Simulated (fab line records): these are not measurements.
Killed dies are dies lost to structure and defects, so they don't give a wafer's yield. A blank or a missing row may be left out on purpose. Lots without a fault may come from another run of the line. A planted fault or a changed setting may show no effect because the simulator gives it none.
What tool caused it?	flow sky130	6 lots (18 wafers sampled), 1 step of a 708-step route

## WHAT THE GAUGES SHOWED, per wafer
SKY_CONTACT_THK_MEAS_01.
lot	measured	on	CONTACT_CVD_00_THK (nm)
L279	day 31 15:50	film metro-02	76.6 75.2 77.3
L282	day 32 11:16	film metro-01	74.2 73.6 75.9
L291	day 35 19:49	film metro-01	73.4 75.9 74.9
L294	day 36 07:53	film metro-03	75.2 74.6 75.9
L296	day 36 20:04	film metro-03	73.9 75.1 75.4
L298	day 38 09:38	film metro-01	73.5 73.9 74.2

## WHICH TOOL RAN EACH LOT (tool, then ch and the chambers of the sampled wafers, then the start)
Before these readings, the record contains no process step.

## THE ANSWER, worked out from the rows above alone
Rule: what is usual is taken from the lots themselves. The widest of any qualifying gaps counts: lots, ordered by their means at a reading, are off when they make up no more than a third of the lots, leave a main group of 4 or more, and stand apart from it by 3 or more times the standard deviation of that group's means. The tables above print the reading to a certain number of digits; a main group whose means all agree to those digits is not used. A lot without any number at a reading at which 4 lots or more have one is off too. All remaining lots with rows at the step are treated as sound.
No lot is off on any of the readings shown, so nothing can be concluded from this.

## WHAT THE SIMULATOR HAD INSERTED
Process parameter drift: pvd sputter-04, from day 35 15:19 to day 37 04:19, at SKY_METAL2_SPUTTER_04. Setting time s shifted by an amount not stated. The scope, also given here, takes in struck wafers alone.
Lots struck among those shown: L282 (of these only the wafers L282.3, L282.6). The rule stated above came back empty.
